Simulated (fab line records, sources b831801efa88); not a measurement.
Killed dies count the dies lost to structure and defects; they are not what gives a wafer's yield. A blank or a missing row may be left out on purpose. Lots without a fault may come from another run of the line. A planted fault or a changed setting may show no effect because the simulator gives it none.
fab line records -- flow sky130
record lots=7, wafers=21, last_day=50
route steps=708 shown VIA4@645 METAL5@661 PAD_OPEN@708
lots untouched by any fault: they come from a run of this same line in which no faults occurred
start_h: start of the lot's first displayed wafer, in hours after the record's first day -- wait_h: how many hours have passed since the lot's step before this one -- " repeats the value in the row above -- L1.1+2: one row covering several wafers at once -- - no value, or no start was given -- * or withheld: withheld -- < > ~ a bound
route shown NAME@n: a module of which the file shows steps, and the number in the route of the first -- usual: mean and standard deviation over wafers with no fault -- same: alike in all rows -- chamber/n: place in a boat -- sites: per-site readings -- _std_site: the values' standard deviation -- _edge_site: the outer-site mean with the inner-site mean subtracted -- radius_mm: for every site, how far away it sits from the centre of the wafer -- mask NAME#n: copy n -- behind: tool/chamber where the wafer was last shaped -- hold: why the lot was held/for how many hours/how that ended -- device: the n, p or np transistor that did not switch -- end of line: the same wafers' tests at the end of the route -- a step without rows: its recipe alone -- killed: at the first sort, the dies lost to defects and structure; wafer yield is something else -- map: the dies of a wafer, with x for killed, . for not killed, _ for no die there
set.NAME: the setting that was run; set.NAME@STEP: the one run at that earlier step -- model.NAME: the simulator's own value behind a step, which no gauge read
lots seen at some steps along the route; tables by step, rows by wafer
services: from which hour (start_h, from the record's first day; less than 0 if before it) a tool's chamber was out of use, for how many hours, and why
## steps
# step SKY_VIA4_COAT_06
# recipe resist=NOVOLAK, spin_rpm=3000, resist_thk_nm=1140
# step SKY_VIA4_SOFTBAKE_07
# recipe temp_c=90, time_s=60, resist=NOVOLAK
# step SKY_VIA4_EXPOSE_08
# recipe mask_id=VIM4, na=0.6, source_shape=conventional, sigma_outer=0.6, polarization=unpolarized, target_cd_nm=800, dose_mj=132
# step SKY_VIA4_PEB_09
# recipe temp_c=withheld, time_s=*, resist=NOVOLAK
# step SKY_VIA4_DEVELOP_10
# recipe resist=NOVOLAK, developer=TMAH, develop_time_s=60, dev_temp_c=23
# step SKY_VIA4_OVL_MEAS_11
# usual VIA4_OVL=0.1/1.5
lot.wafer,tool,chamber,start_h,wait_h,VIA4_OVL[nm]
L841.1,overlay-02,-,994.15,0.1,0.6
L841.4,overlay-02,-,994.15,0.1,1.7
L841.5,overlay-02,-,994.15,0.1,1.1
L840.2,overlay-02,-,996.71,0.1,2.2
L840.3,overlay-02,-,996.71,0.1,2.1
L840.4,overlay-02,-,996.71,0.1,2.3
L843.3,overlay-02,-,1035.47,0.1,1.3
L843.5,overlay-02,-,1035.47,0.1,1.4
L843.6,overlay-02,-,1035.47,0.1,0.5
L845.3,overlay-02,-,1101.41,0.1,2.6
L845.4,overlay-02,-,1101.41,0.1,1.0
L845.5,overlay-02,-,1101.41,0.1,1.2
L856.2,overlay-01,-,1107.71,0.1,-0.8
L856.3,overlay-01,-,1107.71,0.1,-0.5
L856.6,overlay-01,-,1107.71,0.1,0.3
L862.1,overlay-01,-,1126.71,0.1,1.6
L862.3,overlay-01,-,1126.71,0.1,-0.9
L862.6,overlay-01,-,1126.71,0.1,0.2
L863.1,overlay-02,-,1140.30,0.1,0.0
L863.2,overlay-02,-,1140.30,0.1,-2.3
L863.5,overlay-02,-,1140.30,0.1,0.4
# step SKY_VIA4_ETCH_12
# recipe target=SiO2, chemistry=C4F8/O2/Ar, stop_on=TiN, mask_material=NOVOLAK, source_w=1500, bias_w=1200, pressure_mtorr=40, c4f8_flow_sccm=withheld, O2_flow_sccm=6, Ar_flow_sccm=300, time_s=withheld, target_depth_a=5800
# usual oes_product_au=0.926/0.0045
lot.wafer,tool,chamber,start_h,wait_h,oes_product_au
L841.1,rie_diel-04,2,994.19,0.0,0.928
L841.4,rie_diel-04,1,994.19,0.0,0.923
L841.5,rie_diel-04,0,994.19,0.0,0.933
L840.2,rie_diel-03,2,996.74,0.0,0.920
L840.3,rie_diel-03,1,996.74,0.0,0.925
L840.4,rie_diel-03,3,996.74,0.0,0.929
L843.3,rie_diel-01,3,1035.50,0.0,0.931
L843.5,rie_diel-01,1,1035.50,0.0,0.930
L843.6,rie_diel-01,0,1035.50,0.0,0.921
L845.3,rie_diel-03,0,1101.44,0.0,0.921
L845.4,rie_diel-03,0,1101.44,0.0,0.922
L845.5,rie_diel-03,1,1101.44,0.0,0.928
L856.2,rie_diel-01,0,1107.74,0.0,0.926
L856.3,rie_diel-01,3,1107.74,0.0,0.916
L856.6,rie_diel-01,0,1107.74,0.0,0.932
L862.1,rie_diel-01,3,1126.75,0.0,0.920
L862.3,rie_diel-01,1,1126.75,0.0,0.926
L862.6,rie_diel-01,1,1126.75,0.0,0.928
L863.1,rie_diel-04,3,1140.34,0.0,0.923
L863.2,rie_diel-04,2,1140.34,0.0,0.926
L863.5,rie_diel-04,2,1140.34,0.0,0.922
# step SKY_VIA4_STRIP_13
# recipe chemistry=O2/N2, power_w=1400, pressure_mtorr=1500, platen_temp_c=withheld, o2_flow_sccm=3000, n2_flow_sccm=300, overash_fraction=0.5
# usual drypump_motor_current_A=5.8/0.64, o2_flow_sccm=2999/9.2, oes_product_au=0.709/0.0045, strip_time_to_endpoint_s=12.802/0.03
# same overash_fraction=0.5
lot.wafer,tool,chamber,start_h,wait_h,drypump_motor_current_A,o2_flow_sccm,oes_product_au,rf_hours_counter_h,strip_time_to_endpoint_s
L841.1,plasma_asher-03,1,994.26,-,4.9,3002,0.706,59,12.829
L841.4,plasma_asher-03,0,994.26,-,5.8,2999,0.711,-,12.759
L841.5,plasma_asher-03,0,994.26,-,5.8,2996,0.710,-,12.832
L840.2,plasma_asher-02,1,996.81,-,5.3,2989,0.712,123,12.761
L840.3,plasma_asher-02,0,996.81,-,6.8,2987,0.704,-,12.803
L840.4,plasma_asher-02,1,996.81,-,5.3,2988,0.707,-,12.825
L843.3,plasma_asher-02,0,1035.60,-,6.7,2993,0.711,-,12.814
L843.5,plasma_asher-02,0,1035.60,-,6.7,2993,0.712,-,12.819
L843.6,plasma_asher-02,1,1035.60,-,5.3,3002,0.710,-,12.798
L845.3,plasma_asher-03,1,1101.54,-,5.0,3011,0.708,-,12.774
L845.4,plasma_asher-03,0,1101.54,-,5.8,3014,0.709,-,12.809
L845.5,plasma_asher-03,0,1101.54,-,5.8,3003,0.705,-,12.836
L856.2,plasma_asher-03,0,1107.81,-,5.8,3004,0.707,70,12.776
L856.3,plasma_asher-03,0,1107.81,-,5.8,3005,0.705,-,12.765
L856.6,plasma_asher-03,0,1107.81,-,5.8,3000,0.706,-,12.829
L862.1,plasma_asher-02,0,1126.82,-,6.7,3002,0.713,6,12.792
L862.3,plasma_asher-02,0,1126.82,-,6.7,3002,0.713,-,12.780
L862.6,plasma_asher-02,0,1126.82,-,6.8,2982,0.708,-,12.813
L863.1,plasma_asher-01,1,1140.41,-,5.6,2974,0.718,91,12.804
L863.2,plasma_asher-01,0,1140.41,-,5.3,3004,0.716,91,12.803
L863.5,plasma_asher-01,0,1140.41,-,5.3,3005,0.710,-,12.806
# step SKY_VIA4_STRIP_14
# recipe chemistry=post_etch_residue_remover, time_s=1200, temp_c=72.5
# step SKY_VIA4_CLEAN_15
# recipe chemistry=IPA, time_s=180, temp_c=25
# step SKY_VIA4_CLEAN_16
# recipe chemistry=O3/DIW, dry=n2_spin
# step SKY_VIA4_SPUTTER_17
# recipe material=TiN, target_thk_nm=20, chamber_pressure_pa=5, power_w=4000, time_s=80
# usual throttle_valve_pct=29.9/1.1
lot.wafer,tool,chamber,start_h,wait_h,throttle_valve_pct
L841.1,pvd_sputter-01,-,994.97,0.0,28.8
L841.4,pvd_sputter-01,-,994.97,0.0,30.5
L841.5,pvd_sputter-01,-,994.97,0.0,28.6
L840.2,pvd_sputter-01,-,997.43,0.0,28.9
L840.3,pvd_sputter-01,-,997.43,0.0,30.5
L840.4,pvd_sputter-01,-,997.43,0.0,28.6
L843.3,pvd_sputter-03,-,1036.16,0.0,29.8
L843.5,pvd_sputter-03,-,1036.16,0.0,29.7
L843.6,pvd_sputter-03,-,1036.16,0.0,31.3
L845.3,pvd_sputter-02,-,1102.10,0.0,31.0
L845.4,pvd_sputter-02,-,1102.10,0.0,29.1
L845.5,pvd_sputter-02,-,1102.10,0.0,30.9
L856.2,pvd_sputter-01,-,1108.41,0.0,29.0
L856.3,pvd_sputter-01,-,1108.41,0.0,28.6
L856.6,pvd_sputter-01,-,1108.41,0.0,28.9
L862.1,pvd_sputter-01,-,1127.48,0.0,28.9
L862.3,pvd_sputter-01,-,1127.48,0.0,30.5
L862.6,pvd_sputter-01,-,1127.48,0.0,28.6
L863.1,pvd_sputter-03,-,1141.08,0.0,31.6
L863.2,pvd_sputter-03,-,1141.08,0.0,30.0
L863.5,pvd_sputter-03,-,1141.08,0.0,29.8
# step SKY_VIA4_CVD_18
# recipe material=W, target_thk_nm=505, time_s=152.14, temp_c=400, pressure_torr=40
# usual heater_power_w=781/61
lot.wafer,tool,chamber,start_h,wait_h,heater_power_w,since_wet_clean_h
L841.1,cvd_w-01,1,995.03,0.0,755,591
L841.4,cvd_w-01,0,995.03,0.0,696,-
L841.5,cvd_w-01,1,995.03,0.0,740,-
L841.1,cvd_w-01,1,995.35,0.3,768,-
L841.4,cvd_w-01,0,995.35,0.3,679,-
L841.5,cvd_w-01,1,995.35,0.3,755,-
L840.2,cvd_w-01,1,997.49,0.0,732,594
L840.3,cvd_w-01,1,997.49,0.0,756,-
L840.4,cvd_w-01,0,997.49,0.0,688,-
L843.3,cvd_w-02,0,1036.38,0.2,735,-
L843.5,cvd_w-02,1,1036.38,0.2,841,-
L843.6,cvd_w-02,0,1036.38,0.2,761,-
L843.3,cvd_w-02,0,1036.85,0.4,758,-
L843.5,cvd_w-02,1,1036.85,0.4,844,-
L843.6,cvd_w-02,0,1036.85,0.4,748,-
L845.3,cvd_w-01,1,1102.21,0.1,752,-
L845.4,cvd_w-01,0,1102.21,0.1,696,-
L845.5,cvd_w-01,1,1102.21,0.1,756,-
L845.3,cvd_w-01,1,1102.65,0.4,744,-
L845.4,cvd_w-01,0,1102.65,0.4,689,-
L845.5,cvd_w-01,1,1102.65,0.4,750,-
L856.2,cvd_w-02,0,1108.47,0.0,758,190
L856.3,cvd_w-02,1,1108.47,0.0,846,-
L856.6,cvd_w-02,1,1108.47,0.0,855,-
L862.1,cvd_w-02,0,1127.54,0.0,749,210
L862.3,cvd_w-02,1,1127.54,0.0,851,-
L862.6,cvd_w-02,0,1127.54,0.0,754,-
L863.1,cvd_w-02,0,1141.15,0.0,751,223
L863.2,cvd_w-02,1,1141.15,0.0,863,223
L863.5,cvd_w-02,0,1141.15,0.0,772,-
# step SKY_VIA4_RS_MEAS_19
# recipe thk_meas_gauge=four-point-probe, reads=W_of_VIA4_CVD_18+TiN_of_VIA4_SPUTTER_17
# usual VIA4_W_RS=0.226/0.0035
lot.wafer,tool,chamber,start_h,wait_h,VIA4_W_RS[ohm/sq]
L841.1,film_metro-02,-,995.50,0.1,0.113
L841.4,film_metro-02,-,995.50,0.1,0.113
L841.5,film_metro-02,-,995.50,0.1,0.113
L840.2,film_metro-02,-,997.66,0.1,0.228
L840.3,film_metro-02,-,997.66,0.1,0.226
L840.4,film_metro-02,-,997.66,0.1,0.222
L843.3,film_metro-03,-,1037.02,0.1,0.111
L843.5,film_metro-03,-,1037.02,0.1,0.113
L843.6,film_metro-03,-,1037.02,0.1,0.111
L845.3,film_metro-01,-,1102.79,0.1,0.113
L845.4,film_metro-01,-,1102.79,0.1,0.113
L845.5,film_metro-01,-,1102.79,0.1,0.113
L856.2,film_metro-01,-,1108.65,0.1,0.222
L856.3,film_metro-01,-,1108.65,0.1,0.230
L856.6,film_metro-01,-,1108.65,0.1,0.229
L862.1,film_metro-01,-,1127.69,0.1,0.225
L862.3,film_metro-01,-,1127.69,0.1,0.231
L862.6,film_metro-01,-,1127.69,0.1,0.225
L863.1,film_metro-03,-,1141.30,0.1,0.228
L863.2,film_metro-03,-,1141.30,0.1,0.230
L863.5,film_metro-03,-,1141.30,0.1,0.224
# step SKY_VIA4_THK_MEAS_20
# recipe thk_meas_gauge=xrf, reads=W_of_VIA4_CVD_18
# usual VIA4_W_THK=499/9.6
lot.wafer,tool,chamber,start_h,wait_h,VIA4_W_THK[nm]
L841.1,film_metro-02,-,995.62,0.1,984
L841.4,film_metro-02,-,995.62,0.1,989
L841.5,film_metro-02,-,995.62,0.1,987
L840.2,film_metro-02,-,997.77,0.1,499
L840.3,film_metro-02,-,997.77,0.1,498
L840.4,film_metro-02,-,997.77,0.1,508
L843.3,film_metro-03,-,1037.13,0.1,-
L843.5,film_metro-03,-,1037.13,0.1,992
L843.6,film_metro-03,-,1037.13,0.1,-
L845.3,film_metro-01,-,1102.89,0.1,973
L845.4,film_metro-01,-,1102.89,0.1,972
L845.5,film_metro-01,-,1102.89,0.1,969
L856.2,film_metro-01,-,1108.76,0.1,505
L856.3,film_metro-01,-,1108.76,0.1,491
L856.6,film_metro-01,-,1108.76,0.1,490
L862.1,film_metro-01,-,1127.81,0.1,495
L862.3,film_metro-01,-,1127.81,0.1,483
L862.6,film_metro-01,-,1127.81,0.1,498
L863.1,film_metro-03,-,1141.42,0.1,500
L863.2,film_metro-03,-,1141.42,0.1,498
L863.5,film_metro-03,-,1141.42,0.1,508
# step SKY_VIA4_CMP_21
# recipe stop_on=SiO2, t_overpolish_s=25, down_force_psi=3.5, platen_rpm=60, target_thk_nm=0, pad_velocity_m_s=0.94248
# usual motor_current_A=11.0/1.1, overpolish_run_s=25.000/0.0091, slurry_flow_ml_min=150.1/0.49, time_to_endpoint_s=124/6
lot.wafer,tool,chamber,start_h,wait_h,motor_current_A,overpolish_run_s,slurry_flow_ml_min,time_to_endpoint_s
L841.1,cmp-02,0,995.73,0.1,9.8,25.013,149.9,258
L841.4,cmp-02,1,995.73,0.1,10.1,25.003,149.8,240
L841.5,cmp-02,3,995.73,0.1,11.8,24.998,150.1,259
L840.2,cmp-02,0,997.82,0.0,10.0,24.999,150.3,132
L840.4,cmp-02,1,997.82,0.0,10.9,24.983,150.0,121
L840.3,cmp-02,3,997.82,0.0,11.4,25.001,149.8,129
L843.3,cmp-01,0,1037.34,0.2,11.5,25.005,149.8,239
L843.6,cmp-01,0,1037.34,0.2,11.6,24.997,150.2,244
L843.5,cmp-01,1,1037.34,0.2,9.7,24.993,150.8,242
L845.3,cmp-01,1,1103.15,0.3,9.7,25.003,150.1,246
L845.4,cmp-01,3,1103.15,0.3,10.9,24.988,150.1,239
L845.5,cmp-01,1,1103.15,0.3,10.2,24.989,150.2,244
L856.2,cmp-02,1,1108.89,0.1,10.5,25.007,149.9,118
L856.3,cmp-02,3,1108.89,0.1,11.7,24.992,150.8,125
L856.6,cmp-02,2,1108.89,0.1,10.3,25.008,150.1,114
L862.1,cmp-02,2,1127.96,0.1,11.1,24.992,150.2,123
L862.3,cmp-02,3,1127.96,0.1,11.6,24.997,149.3,132
L862.6,cmp-02,3,1127.96,0.1,12.0,24.998,149.8,134
L863.1,cmp-01,2,1141.53,0.1,12.8,25.007,149.5,123
L863.2,cmp-01,0,1141.53,0.1,12.6,24.998,149.9,120
L863.5,cmp-01,3,1141.53,0.1,11.1,25.003,149.6,124
# step SKY_METAL5_SPUTTER_00
# recipe material=Ti, target_thk_nm=15, power_w=3000, time_s=10, chamber_pressure_pa=0.4
# usual throttle_valve_pct=30.1/1.1
lot.wafer,tool,chamber,start_h,wait_h,throttle_valve_pct
L841.1,pvd_sputter-04,-,995.98,0.2,29.5
L841.4,pvd_sputter-04,-,995.98,0.2,30.1
L841.5,pvd_sputter-04,-,995.98,0.2,28.6
L840.2,pvd_sputter-01,-,998.12,0.2,30.4
L840.3,pvd_sputter-01,-,998.12,0.2,28.7
L840.4,pvd_sputter-01,-,998.12,0.2,28.8
L843.3,pvd_sputter-01,-,1037.64,0.2,28.5
L843.5,pvd_sputter-01,-,1037.64,0.2,30.7
L843.6,pvd_sputter-01,-,1037.64,0.2,28.8
L845.3,pvd_sputter-03,-,1103.45,0.2,31.4
L845.4,pvd_sputter-03,-,1103.45,0.2,32.0
L845.5,pvd_sputter-03,-,1103.45,0.2,31.9
L856.2,pvd_sputter-01,-,1109.19,0.2,28.6
L856.3,pvd_sputter-01,-,1109.19,0.2,29.0
L856.6,pvd_sputter-01,-,1109.19,0.2,30.1
L862.1,pvd_sputter-03,-,1128.26,0.2,31.4
L862.3,pvd_sputter-03,-,1128.26,0.2,31.5
L862.6,pvd_sputter-03,-,1128.26,0.2,30.0
L863.1,pvd_sputter-04,-,1141.83,0.2,30.3
L863.2,pvd_sputter-04,-,1141.83,0.2,29.6
L863.5,pvd_sputter-04,-,1141.83,0.2,30.0
# step SKY_PAD_OPEN_PROBE_99
# usual defect_limited_yield=82.8/2, killed_at_M0_to_M3=42/7.3, killed_at_M4_up=3.4/2, killed_at_contacts=24/5.8, killed_at_front_end=15/4.6, killed_at_other=0.3/0.62, killed_dies=84/9.8, killed_open=47/6.9, killed_short=38/6.3, sort_bin_3_pad_short=0.8/0.38, sort_bin_5_function=10.2/1.5, sort_bin_6_memory=6.2/1.1, sort_n_pass=408/9.8, sort_yield_pct=82.8/2
# same gross_dies=492, killed_at_back_side=0, sort_bin_4_leakage[%]=0, sort_bin_8_speed[%]=0
lot.wafer,tool,chamber,start_h,wait_h,defect_limited_yield[%],killed_at_M0_to_M3,killed_at_M4_up,killed_at_contacts,killed_at_front_end,killed_at_other,killed_dies,killed_open,killed_short,sort_bin_3_pad_short[%],sort_bin_5_function[%],sort_bin_6_memory[%],sort_n_pass,sort_yield_pct[%]
L841.1,prober-02,-,1064.20,0.1,80.1,55,2,22,19,0,98,54,44,0.6,11.2,8.1,394,80.1
L841.4,prober-02,-,1064.35,0.2,84.6,44,2,21,9,0,76,51,25,0.6,10.0,4.9,416,84.6
L841.5,prober-02,-,1064.40,0.2,82.3,39,3,35,10,0,87,54,33,1.2,11.2,5.3,405,82.3
L863.1,prober-02,-,1199.26,0.1,81.3,44,0,28,20,0,92,47,45,1.2,10.0,7.5,400,81.3
L863.2,prober-02,-,1199.31,0.1,84.1,40,2,28,8,0,78,47,31,0.6,10.2,5.1,414,84.1
L863.5,prober-02,-,1199.46,0.2,76.0,47,4,41,25,1,118,63,55,1.4,14.0,8.5,374,76.0
# killed by level:class
L841.1 CONTACT:geometric_particle:open=13 VIA3:geometric_particle:open=12 FIELD_ISO:geometric_particle:short=7 VIA2:geometric_particle:short=7 VIA1:geometric_particle:open=6 METAL2:geometric_particle:short=6 VIA3:geometric_particle:short=6 VIA2:geometric_particle:open=5
L841.4 VIA2:geometric_particle:open=11 VIA3:geometric_particle:open=10 CONTACT:geometric_particle:open=8 LI_CONTACT:geometric_particle:open=6 FIELD_ISO:geometric_particle:open=5 LOCAL_INTERCONNECT:geometric_particle:short=4 VIA1:geometric_particle:short=4 VIA3:geometric_particle:short=4
L841.5 LI_CONTACT:geometric_particle:open=12 CONTACT:geometric_particle:open=11 LOCAL_INTERCONNECT:geometric_particle:short=7 VIA1:geometric_particle:open=7 METAL2:geometric_particle:short=6 VIA2:geometric_particle:open=6 VIA3:geometric_particle:open=6 METAL3:geometric_particle:short=5
L863.1 VIA1:geometric_particle:open=10 CONTACT:geometric_particle:short=8 LI_CONTACT:geometric_particle:open=8 VIA1:geometric_particle:short=6 VIA2:geometric_particle:open=6 FIELD_ISO:geometric_particle:short=5 CONTACT:geometric_particle:open=5 VIA3:geometric_particle:open=5
L863.2 VIA1:geometric_particle:open=13 CONTACT:geometric_particle:open=11 LI_CONTACT:geometric_particle:open=7 LOCAL_INTERCONNECT:geometric_particle:short=6 VIA3:geometric_particle:open=5 VIA2:geometric_particle:open=5 METAL2:geometric_particle:short=4 POLY_GATE:geometric_particle:open=3
L863.5 CONTACT:geometric_particle:open=16 VIA1:geometric_particle:short=12 VIA1:geometric_particle:open=12 LI_CONTACT:geometric_particle:open=10 POLY_GATE:geometric_particle:short=7 CONTACT:geometric_particle:short=7 VIA2:geometric_particle:open=6 FIELD_ISO:geometric_particle:open=5
## services
tool,chamber,start_h,hours,kind
cmp-01,-,971.82,1.0,repair
rie_diel-01,-,974.13,1.5,repair
cmp-01,-,975.98,3.0,repair
plasma_asher-03,-,980.89,3.3,repair
rie_diel-03,2,988.33,1.7,repair
pvd_sputter-03,-,995.95,31.0,repair
rie_diel-03,0,997.76,4.1,repair
cvd_w-02,-,1005.66,2.8,pm
cmp-02,-,1008.72,4.3,pm
rie_diel-01,2,1021.52,14.5,repair
cvd_w-01,-,1028.83,0.9,repair
cvd_w-01,-,1029.77,28.1,pm
cmp-01,-,1050.40,1.1,repair
plasma_asher-02,-,1055.25,9.0,pm
cvd_w-02,0,1059.97,10.6,repair
cmp-01,-,1062.40,1.6,repair
cmp-01,-,1063.49,0.7,repair
cmp-02,-,1070.42,0.4,repair
cmp-02,-,1084.04,4.0,pm
cvd_w-01,0,1089.97,2.4,repair
cmp-01,-,1093.63,1.4,repair
pvd_sputter-01,-,1116.66,6.5,repair
cvd_w-02,0,1122.67,1.3,repair
cmp-01,-,1133.82,1.1,repair
## key
first_sign step=SKY_VIA4_CVD_18, reading=visit, direction=added
effect step=SKY_VIA4_RS_MEAS_19, reading=VIA4_W_RS, direction=down, sigmas=32, usual=0.226, struck=0.113
effect step=SKY_VIA4_THK_MEAS_20, reading=VIA4_W_THK, direction=up, sigmas=50, usual=499, struck=981
effect step=SKY_VIA4_CMP_21, reading=time_to_endpoint_s, direction=up, sigmas=20, usual=*, struck=*
met_at SKY_VIA4_CVD_18
struck_wafers L841.1,L841.4,L841.5,L843.3,L843.5,L843.6,L845.3,L845.4,L845.5
fault kind=repeated_step_whole, tool=cvd_w-01,cvd_w-02, chamber=-, onset_h=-, steps=SKY_VIA4_CVD_18, times=1, scope=struck_lots_only
